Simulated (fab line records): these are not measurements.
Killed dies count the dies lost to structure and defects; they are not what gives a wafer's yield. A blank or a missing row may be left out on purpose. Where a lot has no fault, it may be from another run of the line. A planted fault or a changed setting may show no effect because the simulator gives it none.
2 desks looking at one fault / flow sky130 / each desk holds nothing but its own numbers, with what lay behind them at the end

DESK OF THE TOOL OWNER: pvd_sputter-02
The tool's own readings at SKY_METAL5_SPUTTER_04 (material TiN, target thk 70 nm, time 58.3 s): means of the sampled wafers that have a number, for each lot that ran on this tool. If a lot's mean is further than 4 standard deviations from the usual mean, the lot is out of limits and carries the mark OUT (the distance appears in the brackets).
Columns: A = cathode_dc_power_W at SKY_METAL5_SPUTTER_04, usual 6500.0 W; B = throttle_valve_pct at SKY_METAL5_SPUTTER_04, usual 30.1 %
lot=L217; first seen here=day 43 13:53; A=6500.1; B=30.2
lot=L218; first seen here=day 43 20:35; A=6499.5; B=30.2
lot=L224; first seen here=day 46 01:37; A=6498.8; B=29.9
lot=L227; first seen here=day 46 11:13; A=6167.0 (-99 or more) OUT; B=30.3
lot=L226; first seen here=day 46 12:05; A=6165.6 (-99 or more) OUT; B=31.0
lot=L229; first seen here=day 46 19:45; A=6166.2 (-99 or more) OUT; B=30.2
This desk's finding: out of limits on L226, L227, L229; first on L227, day 46 11:13 (cathode_dc_power_W at SKY_METAL5_SPUTTER_04). L217, L218, L224 stayed within limits.

METROLOGY DESK
Lot by lot, what the gauges showed, no matter which tool ran the lot: averages of those sampled wafers that carry a number. If a lot's mean is further than 4 standard deviations from the usual mean, the lot is out of limits and carries the mark OUT (the distance appears in the brackets).
Columns: A = METAL5_ALCU_THK at SKY_METAL5_THK_MEAS_06, usual 1148 nm
lot=L216; first seen here=day 43 10:59; A=1134
lot=L217; first seen here=day 43 14:05; A=1136
lot=L218; first seen here=day 43 20:47; A=1144
lot=L222; first seen here=day 45 01:34; A=1165
lot=L223; first seen here=day 45 22:54; A=1140
lot=L224; first seen here=day 46 01:47; A=1139
lot=L227; first seen here=day 46 11:23; A=1150
lot=L226; first seen here=day 46 12:16; A=1173
lot=L228; first seen here=day 46 14:49; A=1147
lot=L229; first seen here=day 46 19:55; A=1168
lot=L232; first seen here=day 47 16:51; A=1151
lot=L236; first seen here=day 48 10:31; A=1135
Result from this desk: across the 12 lots, nothing is out of limits.

BROUGHT TOGETHER
The tool owner's desk could have raised an alarm at day 46 11:13, on L226, L227, L229.
At the metrology desk, nothing out of limits was observed.
The metrology desk holds a record of L226, L227, L229, inside its limits.
SKY_METAL5_SPUTTER_04 was run on pvd_sputter-02 by each of the lots named.

WHAT WAS PUT IN BY THE SIMULATOR
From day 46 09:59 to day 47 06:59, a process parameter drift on pvd_sputter-02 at SKY_METAL5_SPUTTER_04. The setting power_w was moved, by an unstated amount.
Struck lots among those shown: L226, L227, L229.
Delay in hours, fault start to first out-of-limits reading, by desk: the tool owner's desk at 1.
